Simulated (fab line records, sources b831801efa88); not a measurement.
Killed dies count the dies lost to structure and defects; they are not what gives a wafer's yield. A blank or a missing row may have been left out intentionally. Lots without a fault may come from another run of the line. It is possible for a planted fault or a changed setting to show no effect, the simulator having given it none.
What tool caused it? | flow sky130 | 13 lots with 39 wafers sampled at 2 steps, on a route of 708 steps

## WHAT EACH GAUGE READ, for each wafer
SKY_VT_ADJUST_HVTR_CD_MEAS_07: the cd target is 380 nm. Usual: cd-nm at 380 nm, with a standard deviation of 3.1.
lot  | measured     | on        | cd-nm (nm)  | flag
L999 | day 9 14:02  | cd-sem-01 | 373 375 376 |
L101 | day 10 02:45 | cd-sem-02 | 375 375 373 |
L100 | day 10 04:59 | cd-sem-01 | 377 379 376 |
L106 | day 11 19:32 | cd-sem-01 | 392 380 379 |
L111 | day 13 02:43 | cd-sem-02 | 384 381 385 |
L113 | day 13 22:12 | cd-sem-01 | 376 376 379 |
L116 | day 14 22:58 | cd-sem-02 | 383 382 386 |
L118 | day 15 11:03 | cd-sem-01 | 385 381 382 |
L117 | day 15 13:11 | cd-sem-01 | 385 383 383 |
L119 | day 15 16:55 | cd-sem-01 | 379 377 382 |
L120 | day 15 19:02 | cd-sem-02 | 377 379 383 |
L121 | day 16 08:48 | cd-sem-02 | 375 376 380 |
L122 | day 16 14:19 | cd-sem-02 | 380 383 382 |

## WHICH TOOL RAN EACH LOT (tool, then ch and the chambers of the sampled wafers, then the start)
lot  | SKY_VT_ADJUST_HVTR_DEVELOP_06
L999 | litho-track-02 ch 0, day 9 13:53
L101 | litho-track-04 ch 0, day 10 02:36
L100 | litho-track-02 ch 0, day 10 04:50
L106 | litho-track-03 ch 0, day 11 19:24
L111 | litho-track-02 ch 0, day 13 02:34
L113 | litho-track-04 ch 0, day 13 22:03
L116 | litho-track-02 ch 0, day 14 22:49
L118 | litho-track-04 ch 0, day 15 10:54
L117 | litho-track-04 ch 0, day 15 13:03
L119 | litho-track-04 ch 0, day 15 16:47
L120 | litho-track-03 ch 0, day 15 18:54
L121 | litho-track-04 ch 0, day 16 08:39
L122 | litho-track-02 ch 0, day 16 14:10
- SKY_VT_ADJUST_HVTR_DEVELOP_06: develop time 60 s.

## WHAT THE TOOLS THEMSELVES READ (means of the sampled wafers that have a number; where no wafer has one, the mark that the record gives instead)
The record holds no such reading with a usual standard deviation.

## THE ANSWER, worked out from the rows above alone
Rule: take the mean of a lot's wafers that have a number; if it is more than 3 standard deviations from the usual mean, the lot is off. Also off: a lot with no number at a reading for which 4 or more lots have one. The other lots that the step has rows for count as sound. After the gauges, taken in route order, come the tools' own readings; for these a lot's mean is taken, as printed above. The first step at which some lot is off is used, and at that step the reading that is off furthest; a lot without a number counts as furthest.
Across all readings shown, no lot is off: no conclusion can be drawn from this.

## WHAT HAD BEEN PUT IN BY THE SIMULATOR
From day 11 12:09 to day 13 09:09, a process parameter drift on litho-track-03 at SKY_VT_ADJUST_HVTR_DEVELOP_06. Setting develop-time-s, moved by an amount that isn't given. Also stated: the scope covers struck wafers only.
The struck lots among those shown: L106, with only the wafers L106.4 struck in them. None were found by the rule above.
